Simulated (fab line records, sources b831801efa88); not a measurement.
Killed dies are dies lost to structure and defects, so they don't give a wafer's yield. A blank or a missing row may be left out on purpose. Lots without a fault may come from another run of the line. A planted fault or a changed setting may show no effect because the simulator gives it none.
fab line records | flow sky130
record lots=5 wafers=23
route steps=708 shown VIA2@507 METAL3@536 CAPM@539 VIA3@575 METAL4@602
start_h: hours from the record's first day to the start of the lot's first wafer shown | wait_h: hours since the lot's step before | " the same as in the row above | L1.1+2: a row that stands for several wafers | - no value, or no start given | * or withheld: withheld | < > ~ a bound
route shown NAME@n: a module of which the file shows steps, and the number in the route of the first | usual: mean/standard deviation of fault-free wafers | same: alike in all rows | chamber/n: place in a boat | sites: the reading at each site | _std_site: their standard deviation | _edge_site: outer sites' mean less inner sites' | radius_mm: how far each site lies from the wafer's centre | mask NAME#n: copy n | behind: the tool/chamber that last shaped the wafer | hold: why the lot was held/for how many hours/how that ended | device: the transistor (n, p or np) that didn't switch | end of line: the same wafers' tests at the end of the route | a step without rows: its recipe alone | killed: dies lost to structure and defects at the first sort, not the wafer's yield | map: a wafer's dies, x killed, . not, _ none there
set.NAME: the setting as run; set.NAME@STEP: as run at that earlier step | model.NAME: the simulator's own value behind a step, which no gauge read
lots whose settings were changed on purpose; a table a step, a row a wafer
## steps
# step SKY_VIA2_HDPCVD_00
# recipe material=SiO2 target_thk_nm=1180 sigma_open_frac=0.3 time_s=196.7 temp_c=400 sih4_flow_sccm=60 pressure_mtorr=6
# columns lot.wafer tool chamber start_h wait_h set.time_s model.SiO2_of_VIA2_HDPCVD_00.thk_nm
L077.1 hdpcvd-02 1 847.88 0.0 196.7 -
L077.2 " 0 " " 196.7 1163
L077.3 " 2 " " 186.5 -
L077.5 " 1 " " 186.5 1103
L077.6 " 2 " " 186.5 1109
L080.2 hdpcvd-02 1 864.10 0.0 196.7 1152
L080.4 " 2 " " 196.7 1169
L080.5 " 2 " " 196.7 1168
L082.1 hdpcvd-01 0 880.01 0.0 188.1 1139
L082.3 " 1 " " 196.7 -
L082.4+6 " 2,1 " " 188.1 -
L082.5 " 0 " " 196.7 1188
L084.1 hdpcvd-02 0 902.16 0.0 196.7 1160
L084.2 " 2 " " 196.7 1156
L084.3 " 1 " " 196.7 1154
L084.5 " 2 " " 196.7 1164
L084.6 " 0 " " 196.7 -
L085.1 hdpcvd-02 0 905.74 0.0 196.7 1170
L085.2+5 " 2,0 " " 196.7 -
L085.3 " 1 " " 196.7 1165
L085.4 " 1 " " 196.7 1162
# step SKY_VIA2_THK_MEAS_01
# recipe reads=SiO2_of_VIA2_HDPCVD_00
# usual VIA2_HDPCVD_THK=1176/14
# columns lot.wafer tool chamber start_h wait_h set.time_s@VIA2_HDPCVD_00 VIA2_HDPCVD_THK[nm]
L077.1 film_metro-01 - 848.00 0.1 196.7 1163
L077.2 " - " " 196.7 1162
L077.3 " - " " 186.5 1116
L077.5 " - " " 186.5 1102
L077.6 " - " " 186.5 1108
L080.2 film_metro-01 - 864.30 0.1 196.7 1153
L080.4 " - " " 196.7 1170
L080.5 " - " " 196.7 1167
L082.1 film_metro-01 - 880.13 0.1 188.1 1139
L082.3 " - " " 196.7 1189
L082.4 " - " " 188.1 1127
L082.5 " - " " 196.7 1188
L082.6 " - " " 188.1 1142
L084.1 film_metro-02 - 902.28 0.1 196.7 1160
L084.2 " - " " 196.7 1155
L084.3 " - " " 196.7 1153
L084.5 " - " " 196.7 1164
L084.6 " - " " 196.7 1158
L085.1 film_metro-02 - 905.87 0.1 196.7 1171
L085.2 " - " " 196.7 1176
L085.3 " - " " 196.7 1165
L085.4 " - " " 196.7 1161
L085.5 " - " " 196.7 1162
# step SKY_VIA2_CVD_21
# recipe material=W target_thk_nm=420 time_s=126.4 temp_c=400 pressure_torr=40
# columns lot.wafer tool chamber start_h wait_h set.temp_c model.W_of_VIA2_CVD_21.thk_nm
L077.1 cvd_w-02 1 876.52 0.0 400 412
L077.2 " 0 " " 396 387
L077.3 " 0 " " 396 384.9
L077.5 " 0 " " 400 420.1
L077.6 " 1 " " 396 385.8
L080.2 cvd_w-02 1 891.23 0.0 400 418.5
L080.4 " 0 " " 400 419.1
L080.5 " 1 " " 400 413.5
L082.1 cvd_w-02 1 906.93 0.0 400 419.2
L082.3 " 1 " " 392.4 363.1
L082.4 " 0 " " 392.4 355.8
L082.5 " 1 " " 400 423.4
L082.6 " 0 " " 400 419
L084.1 cvd_w-02 1 928.30 0.0 400 418
L084.2 " 0 " " 400 414.7
L084.3 " 0 " " 411 507.7
L084.5 " 1 " " 400 413.4
L084.6 " 0 " " 411 507.9
L085.1 cvd_w-01 0 931.78 0.0 406.7 479.7
L085.2 " 1 " " 400 421.3
L085.3 " 0 " " 406.7 477.6
L085.4 " 1 " " 400 420.4
L085.5 " 0 " " 406.7 478.4
# step SKY_VIA2_RS_MEAS_22
# recipe thk_meas_gauge=four-point-probe reads=W_of_VIA2_CVD_21+TiN_of_VIA2_SPUTTER_20
# usual VIA2_W_RS=0.272/0.0037
# columns lot.wafer tool chamber start_h wait_h set.temp_c@VIA2_CVD_21 VIA2_W_RS[ohm/sq]
L077.1 film_metro-01 - 876.65 0.1 400 0.278
L077.2 " - " " 396 0.296
L077.3 " - " " 396 0.298
L077.5 " - " " 400 0.273
L077.6 " - " " 396 0.297
L080.2 film_metro-01 - 891.38 0.1 400 0.274
L080.4 " - " " 400 0.273
L080.5 " - " " 400 0.277
L082.1 film_metro-02 - 907.06 0.1 400 0.274
L082.3 " - " " 392.4 0.316
L082.4 " - " " 392.4 0.323
L082.5 " - " " 400 0.271
L082.6 " - " " 400 0.273
L084.1 film_metro-01 - 928.43 0.1 400 0.274
L084.2 " - " " 400 0.276
L084.3 " - " " 411 0.226
L084.5 " - " " 400 0.278
L084.6 " - " " 411 0.225
L085.1 film_metro-02 - 931.91 0.1 406.7 0.239
L085.2 " - " " 400 0.272
L085.3 " - " " 406.7 0.241
L085.4 " - " " 400 0.273
L085.5 " - " " 406.7 0.240
# step SKY_VIA2_THK_MEAS_23
# recipe thk_meas_gauge=xrf reads=W_of_VIA2_CVD_21
# usual VIA2_W_THK=418/10
# columns lot.wafer tool chamber start_h wait_h set.temp_c@VIA2_CVD_21 VIA2_W_THK[nm]
L077.1 film_metro-01 - 876.77 0.1 400 414
L077.2 " - " " 396 389
L077.3 " - " " 396 386
L077.5 " - " " 400 420
L077.6 " - " " 396 386
L080.2 film_metro-01 - 891.49 0.1 400 412
L080.4 " - " " 400 414
L080.5 " - " " 400 407
L082.1 film_metro-02 - 907.18 0.1 400 407
L082.3 " - " " 392.4 353
L082.4 " - " " 392.4 346
L082.5 " - " " 400 408
L082.6 " - " " 400 408
L084.1 film_metro-01 - 928.55 0.1 400 414
L084.2 " - " " 400 411
L084.3 " - " " 411 501
L084.5 " - " " 400 408
L084.6 " - " " 411 502
L085.1 film_metro-02 - 932.03 0.1 406.7 469
L085.2 " - " " 400 409
L085.3 " - " " 406.7 465
L085.4 " - " " 400 412
L085.5 " - " " 406.7 469
# step SKY_METAL3_SPUTTER_04
# recipe material=TiN target_thk_nm=70 power_w=6500 time_s=58.3 chamber_pressure_pa=0.4
# columns lot.wafer tool chamber start_h wait_h set.time_s model.TiN_of_METAL3_SPUTTER_04.thk_nm
L077.1 pvd_sputter-03 - 877.23 0.0 54.36 64.09
L077.2 " - " " 58.3 68.65
L077.3 " - " " 54.36 65.18
L077.5 " - " " 58.3 69.14
L077.6 " - " " 54.36 65.59
L080.2 pvd_sputter-02 - 891.94 0.0 58.3 70.36
L080.4 " - " " 58.3 70.91
L080.5 " - " " 58.3 70.19
L082.1 pvd_sputter-04 - 907.65 0.0 58.3 70.93
L082.3 " - " " 49.91 60.38
L082.4 " - " " 49.91 60.56
L082.5 " - " " 58.3 71.29
L082.6 " - " " 49.91 60.57
L084.1 pvd_sputter-03 - 929.01 0.0 58.3 71
L084.2 " - " " 51.22 61.43
L084.3 " - " " 58.3 69.58
L084.5 " - " " 58.3 70.08
L084.6 " - " " 51.22 61.8
L085.1 pvd_sputter-02 - 932.50 0.0 58.3 69.11
L085.2 " - " " 61.94 73.37
L085.3 " - " " 58.3 69.46
L085.4 " - " " 58.3 69.13
L085.5 " - " " 61.94 73.26
# step SKY_CAPM_SPUTTER_02
# recipe material=TiN target_thk_nm=200 temp_c=300 power_w=6500 time_s=166.7 chamber_pressure_pa=0.4
# columns lot.wafer tool chamber start_h wait_h set.time_s model.TiN_of_CAPM_SPUTTER_02.thk_nm
L077.1 pvd_sputter-01 - 877.36 0.1 166.7 204
L077.2 " - " " 143.4 172.3
L077.3 " - " " 166.7 203
L077.5 " - " " 143.4 171.6
L077.6 " - " " 143.4 176.7
L080.2 pvd_sputter-01 - 892.07 0.0 166.7 197
L080.4 " - " " 166.7 200.4
L080.5 " - " " 166.7 198.4
L082.1 pvd_sputter-02 - 907.78 0.1 166.7 199.5
L082.3 " - " " 166.7 199.8
L082.4 " - " " 166.7 200.3
L082.5 " - " " 166.7 201.2
L082.6 " - " " 166.7 197.9
L084.1 pvd_sputter-04 - 929.14 0.1 166.7 204.3
L084.2 " - " " 158 190.9
L084.3 " - " " 158 189.7
L084.5 " - " " 158 193.7
L084.6 " - " " 166.7 199.8
L085.1 pvd_sputter-01 - 932.63 0.1 166.7 204
L085.2 " - " " 166.7 200.9
L085.3 " - " " 166.7 203.9
L085.4 " - " " 166.7 199.8
L085.5 " - " " 166.7 199.6
# step SKY_CAPM_RS_MEAS_03
# recipe thk_meas_gauge=four-point-probe reads=TiN_of_CAPM_SPUTTER_02
# usual CAPM_TIN_RS=6.92/0.089
# columns lot.wafer tool chamber start_h wait_h set.time_s@CAPM_SPUTTER_02 CAPM_TIN_RS[ohm/sq]
L077.1 film_metro-04 - 877.47 0.1 166.7 6.77
L077.2 " - " " 143.4 8.05
L077.3 " - " " 166.7 6.80
L077.5 " - " " 143.4 8.06
L077.6 " - " " 143.4 7.85
L080.2 film_metro-02 - 892.21 0.1 166.7 7.02
L080.4 " - " " 166.7 6.90
L080.5 " - " " 166.7 6.98
L082.1 film_metro-01 - 907.89 0.1 166.7 6.92
L082.3 " - " " 166.7 6.92
L082.4 " - " " 166.7 6.91
L082.5 " - " " 166.7 6.89
L082.6 " - " " 166.7 7.00
L084.1 film_metro-04 - 929.25 0.1 166.7 6.76
L084.2 " - " " 158 7.24
L084.3 " - " " 158 7.29
L084.5 " - " " 158 7.14
L084.6 " - " " 166.7 6.90
L085.1 film_metro-01 - 932.74 0.1 166.7 6.77
L085.2 " - " " 166.7 6.88
L085.3 " - " " 166.7 6.78
L085.4 " - " " 166.7 6.92
L085.5 " - " " 166.7 6.93
# step SKY_CAPM_THK_MEAS_04
# recipe thk_meas_gauge=xrf reads=TiN_of_CAPM_SPUTTER_02
# usual CAPM_TIN_THK=198.6/2.6
# columns lot.wafer tool chamber start_h wait_h set.time_s@CAPM_SPUTTER_02 CAPM_TIN_THK[nm]
L077.1 film_metro-04 - 877.59 0.1 166.7 202.4
L077.2 " - " " 143.4 171.6
L077.3 " - " " 166.7 201.8
L077.5 " - " " 143.4 170.9
L077.6 " - " " 143.4 175.3
L080.2 film_metro-02 - 892.32 0.1 166.7 196.1
L080.4 " - " " 166.7 199.3
L080.5 " - " " 166.7 197.5
L082.1 film_metro-01 - 908.01 0.1 166.7 197.5
L082.3 " - " " 166.7 196.5
L082.4 " - " " 166.7 197.3
L082.5 " - " " 166.7 197.5
L082.6 " - " " 166.7 195.4
L084.1 film_metro-04 - 929.37 0.1 166.7 203.2
L084.2 " - " " 158 190.4
L084.3 " - " " 158 188.2
L084.5 " - " " 158 192.4
L084.6 " - " " 166.7 198.1
L085.1 film_metro-01 - 932.86 0.1 166.7 202.7
L085.2 " - " " 166.7 199.1
L085.3 " - " " 166.7 202.1
L085.4 " - " " 166.7 199.0
L085.5 " - " " 166.7 197.9
# step SKY_CAPM_METAL_ETCH_13
# recipe target_depth_nm=220 stop_on=SiO2 chemistry=Cl2/BCl3 target=TiN pressure_mtorr=10 icp_w=900 bias_w=48.5 Cl2_flow_sccm=60 bcl3_flow_sccm=30 time_s=62.9
# usual oes_product_au=0.941/0.0083
# columns lot.wafer tool chamber start_h wait_h set.time_s set.time_s@CAPM_SPUTTER_02 oes_product_au model.NOVOLAK_of_CAPM_COAT_07.thk_nm
L077.1 rie_metal-02 1 902.92 0.0 62.9 166.7 0.956 983.5
L077.2 " 1 " " 62.9 143.4 0.866 -
L077.3 " 1 " " 62.9 166.7 0.949 982
L077.5 " 1 " " 62.9 143.4 0.861 -
L077.6 " 1 " " 62.9 143.4 0.872 -
L080.2 rie_metal-04 1 916.45 0.0 62.9 166.7 0.923 997.1
L080.4 " 1 " " 62.9 166.7 0.951 996.1
L080.5 " 1 " " 62.9 166.7 0.933 996.3
L082.1 rie_metal-02 0 932.80 0.0 60.14 166.7 0.968 997.4
L082.3 " 0 " " 60.14 166.7 0.967 995
L082.4 " 1 " " 62.9 166.7 0.946 991.4
L082.5 " 0 " " 60.14 166.7 0.969 997.7
L082.6 " 1 " " 62.9 166.7 0.946 992.6
L084.1 rie_metal-04 0 954.00 0.0 62.9 166.7 0.949 993.3
L084.2 " 1 " " 62.9 158 0.914 -
L084.3 " 1 " " 62.9 158 0.914 -
L084.5 " 0 " " 62.9 158 0.929 -
L084.6 " 1 " " 62.9 166.7 0.940 995.7
L085.1 rie_metal-01 1 957.10 0.0 62.9 166.7 0.954 995
L085.2 " 0 " " 62.9 166.7 0.940 993
L085.3 " 0 " " 66.76 166.7 0.916 991.2
L085.4 " 1 " " 66.76 166.7 0.907 988.8
L085.5 " 0 " " 62.9 166.7 0.937 996.4
# step SKY_METAL3_ETCH_17
# recipe target=SiO2 stop_on=TiN chemistry=C4F8/O2/Ar source_w=1500 bias_w=1200 pressure_mtorr=40 c4f8_flow_sccm=withheld O2_flow_sccm=6 Ar_flow_sccm=300 time_s=3.9 target_depth_a=150
# usual oes_product_au=0.758/0.0061
# columns lot.wafer tool chamber start_h wait_h set.time_s set.time_s@METAL3_SPUTTER_04 oes_product_au model.TiN_of_METAL3_SPUTTER_04.thk_nm
L077.1 rie_diel-03 1 929.05 0.1 3.9 54.36 0.752 64.09
L077.2 " 2 " " 4.305 58.3 0.717 68.56
L077.3 " 3 " " 3.9 54.36 0.749 65.18
L077.5 " 2 " " 3.9 58.3 0.758 69.14
L077.6 " 3 " " 4.305 54.36 0.723 65.5
L080.2 rie_diel-02 3 941.53 0.1 3.9 58.3 0.768 70.36
L080.4 " 2 " " 3.9 58.3 0.759 70.91
L080.5 " 3 " " 3.9 58.3 0.754 70.19
L082.1 rie_diel-03 1 959.55 0.1 3.349 58.3 0.827 70.93
L082.3 " 2 " " 3.9 49.91 0.757 60.38
L082.4 " 0 " " 3.349 49.91 0.824 60.56
L082.5 " 3 " " 3.9 58.3 0.753 71.29
L082.6 " 2 " " 3.9 49.91 0.768 60.57
L084.1 rie_diel-02 1 978.88 0.2 3.9 58.3 0.755 71
L084.2 " 2 " " 4.319 51.22 0.712 61.34
L084.3 " 3 " " 3.9 58.3 0.753 69.58
L084.5 " 2 " " 4.319 58.3 0.717 69.98
L084.6 " 3 " " 4.319 51.22 0.718 61.71
L085.1 rie_diel-01 1 981.75 0.2 3.9 58.3 0.751 69.11
L085.2 " 3 " " 3.9 61.94 0.750 73.37
L085.3 " 2 " " 4.324 58.3 0.697 69.37
L085.4 " 0 " " 3.9 58.3 0.732 69.13
L085.5 " 2 " " 4.324 61.94 0.724 73.17
# step SKY_VIA3_CMP_02
# recipe material=SiO2 down_force_psi=4 platen_rpm=60 pad_velocity_m_s=0.94248
# columns lot.wafer tool chamber start_h wait_h set.leave_above_ref_nm model.SiO2_of_VIA3_HDPCVD_00.thk_nm
L077.1 cmp-02 0 930.23 0.1 493.9 493
L077.3 " 1 " " 465 464.5
L077.2 " 2 " " 465 464.1
L077.5 " 3 " " 493.9 493.8
L077.6 " 0 " " 493.9 492.1
L080.4 cmp-01 2 943.08 0.1 465 466.1
L080.2 " 3 " " 465 464.6
L080.5 " 0 " " 465 465.2
L082.4 cmp-01 2 960.63 0.0 435.3 436.5
L082.3+6 " 3,2 " " 465 -
L082.1 " 1 " " 465 465.8
L082.5 " 3 " " 435.3 434.5
L084.1 cmp-01 3 979.99 0.1 465 464.1
L084.3 " 0 " " 465 464.9
L084.2 " 2 " " 465 468.3
L084.6 " 3 " " 465 465.1
L084.5 " 0 " " 465 466
L085.4+3+5 cmp-02 1,3,1 982.82 0.0 465 -
L085.1 " 2 " " 465 466
L085.2 " 0 " " 465 464.3
# step SKY_VIA3_ETCH_14
# recipe chemistry=N2/H2 target=BARC ion_energy_ev=200 source_w=500 bias_w=100 pressure_mtorr=30 n2_flow_sccm=100 h2_flow_sccm=200 stop_on=SiO2 time_s=45.9 target_depth_a=600
# columns lot.wafer tool chamber start_h wait_h set.source_w model.KrF-thick_of_VIA3_COAT_07.thk_nm
L077.1 rie_diel-02 2 955.57 0.0 540.1 382.7
L077.2 " 1 " " 500 388.1
L077.3+5 " 0,1 " " 500 385.6
L077.6 " 2 " " 540.1 381.7
L080.2 rie_diel-04 0 968.37 0.0 500 387.3
L080.4 " 1 " " 500 387.7
L080.5 " 2 " " 500 387.1
L082.1 rie_diel-04 1 984.92 0.0 500 387.7
L082.3 " 0 " " 449.2 392.9
L082.4 " 2 " " 449.2 391.4
L082.5 " 2 " " 500 386.8
L082.6 " 3 " " 500 389.6
L084.1 rie_diel-04 0 1004.17 0.0 500 388.5
L084.2 " 1 " " 454 391.1
L084.3 " 2 " " 454 391.5
L084.5 " 3 " " 500 388.2
L084.6 " 0 " " 454 392.5
L085.1 rie_diel-01 3 1006.57 0.0 500 388.3
L085.2+4 " 1,0 " " 500 388.8
L085.3 " 2 " " 500 386.7
L085.5 " 0 " " 500 388.1
# step SKY_VIA3_ETCH_15
# recipe target=SiO2 chemistry=C4F8/O2/Ar target_depth_nm=507 stop_on=TiN mask_material=KrF-thick source_w=1500 bias_w=1200 pressure_mtorr=40 c4f8_flow_sccm=withheld O2_flow_sccm=6 Ar_flow_sccm=300 time_s=78
# usual oes_product_au=0.945/0.0049
# columns lot.wafer tool chamber start_h wait_h set.leave_above_ref_nm@VIA3_CMP_02 oes_product_au model.VIA3.feature_depth_nm
L077.1 rie_diel-02 2 955.62 0.0 493.9 0.981 492.9
L077.2 " 1 " " 465 0.942 464.1
L077.3 " 0 " " 465 0.947 464.5
L077.5 " 1 " " 493.9 0.981 493.8
L077.6 " 2 " " 493.9 0.980 492
L080.2 rie_diel-04 0 968.42 0.0 465 0.946 464.6
L080.4 " 1 " " 465 0.952 466.1
L080.5 " 2 " " 465 0.953 465.2
L082.1 rie_diel-04 1 984.97 0.0 465 0.948 465.8
L082.3 " 0 " " 465 0.943 463.7
L082.4 " 2 " " 435.3 0.905 436.5
L082.5 " 2 " " 435.3 0.912 434.5
L082.6 " 3 " " 465 0.952 466.1
L084.1 rie_diel-04 0 1004.22 0.0 465 0.943 464.1
L084.2 " 1 " " 465 0.947 468.3
L084.3 " 2 " " 465 0.942 464.9
L084.5 " 3 " " 465 0.942 466
L084.6 " 0 " " 465 0.943 465.1
L085.1 rie_diel-01 3 1006.62 0.0 465 0.950 466
L085.2 " 1 " " 465 0.944 464.3
L085.3 " 2 " " 465 0.944 466.2
L085.4 " 0 " " 465 0.946 463.8
L085.5 " 0 " " 465 0.940 464
# step SKY_METAL4_SPUTTER_04
# recipe material=TiN target_thk_nm=70 power_w=6500 time_s=58.3 chamber_pressure_pa=0.4
# columns lot.wafer tool chamber start_h wait_h set.power_w model.TiN_of_METAL4_SPUTTER_04.thk_nm
L077.1 pvd_sputter-01 - 957.07 0.0 6234 66.82
L077.2 " - " " 6234 68.02
L077.3 " - " " 6500 70.48
L077.5 " - " " 6500 70.56
L077.6 " - " " 6500 70.76
L080.2 pvd_sputter-03 - 970.27 0.0 6500 71.03
L080.4 " - " " 6500 69.63
L080.5 " - " " 6500 69.12
L082.1 pvd_sputter-02 - 986.44 0.0 6500 68.22
L082.3 " - " " 5721 61.41
L082.4 " - " " 6500 69.22
L082.5 " - " " 6500 68.72
L082.6 " - " " 5721 61.47
L084.1 pvd_sputter-01 - 1005.68 0.0 6500 71.43
L084.2 " - " " 6500 70.09
L084.3 " - " " 6500 71.18
L084.5 " - " " 6500 71.06
L084.6 " - " " 6500 70.99
L085.1 pvd_sputter-02 - 1008.08 0.0 6500 70.42
L085.2 " - " " 6500 68.1
L085.3 " - " " 6124 65.22
L085.4 " - " " 6124 65.37
L085.5 " - " " 6124 64.33
## key
split step=SKY_VIA2_HDPCVD_00 setting=time_s stated=196.7 by=wafer
response step=SKY_VIA2_HDPCVD_00 reading=model.SiO2_of_VIA2_HDPCVD_00.thk_nm change=+11.1 per=1% r=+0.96
response step=SKY_VIA2_THK_MEAS_01 reading=VIA2_HDPCVD_THK change=+11.1 per=1% r=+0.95
split step=SKY_VIA2_CVD_21 setting=temp_c stated=400 by=wafer
response step=SKY_VIA2_CVD_21 reading=model.W_of_VIA2_CVD_21.thk_nm change=+33.2 per=1% r=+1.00
response step=SKY_VIA2_RS_MEAS_22 reading=VIA2_W_RS change=-0.0203 per=1% r=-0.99
response step=SKY_VIA2_THK_MEAS_23 reading=VIA2_W_THK change=+32.4 per=1% r=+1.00
split step=SKY_METAL3_SPUTTER_04 setting=time_s stated=58.3 by=wafer
response step=SKY_METAL3_SPUTTER_04 reading=model.TiN_of_METAL3_SPUTTER_04.thk_nm change=+0.704 per=1% r=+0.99
response step=SKY_METAL3_ETCH_17 reading=model.TiN_of_METAL3_SPUTTER_04.thk_nm change=+0.706 per=1% r=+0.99
split step=SKY_CAPM_SPUTTER_02 setting=time_s stated=166.7 by=wafer
response step=SKY_CAPM_SPUTTER_02 reading=model.TiN_of_CAPM_SPUTTER_02.thk_nm change=+2.13 per=1% r=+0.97
response step=SKY_CAPM_RS_MEAS_03 reading=CAPM_TIN_RS change=-0.0847 per=1% r=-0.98
response step=SKY_CAPM_THK_MEAS_04 reading=CAPM_TIN_THK change=+2.1 per=1% r=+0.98
response step=SKY_CAPM_METAL_ETCH_13 reading=oes_product_au change=+0.00604 per=1% r=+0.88
split step=SKY_CAPM_METAL_ETCH_13 setting=time_s stated=62.9 by=wafer
response step=SKY_CAPM_METAL_ETCH_13 reading=model.NOVOLAK_of_CAPM_COAT_07.thk_nm change=-0.884 per=1% r=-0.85
split step=SKY_METAL3_ETCH_17 setting=time_s stated=3.9 by=wafer
response step=SKY_METAL3_ETCH_17 reading=oes_product_au change=-0.00382 per=1% r=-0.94
split step=SKY_VIA3_CMP_02 setting=leave_above_ref_nm stated=465 by=wafer
response step=SKY_VIA3_CMP_02 reading=model.SiO2_of_VIA3_HDPCVD_00.thk_nm change=+4.65 per=1% r=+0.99
response step=SKY_VIA3_ETCH_15 reading=oes_product_au change=+0.00602 per=1% r=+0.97
response step=SKY_VIA3_ETCH_15 reading=model.VIA3.feature_depth_nm change=+4.62 per=1% r=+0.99
split step=SKY_VIA3_ETCH_14 setting=source_w stated=500 by=wafer
response step=SKY_VIA3_ETCH_14 reading=model.KrF-thick_of_VIA3_COAT_07.thk_nm change=-0.422 per=1% r=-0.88
split step=SKY_METAL4_SPUTTER_04 setting=power_w stated=6500 by=wafer
response step=SKY_METAL4_SPUTTER_04 reading=model.TiN_of_METAL4_SPUTTER_04.thk_nm change=+0.645 per=1% r=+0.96
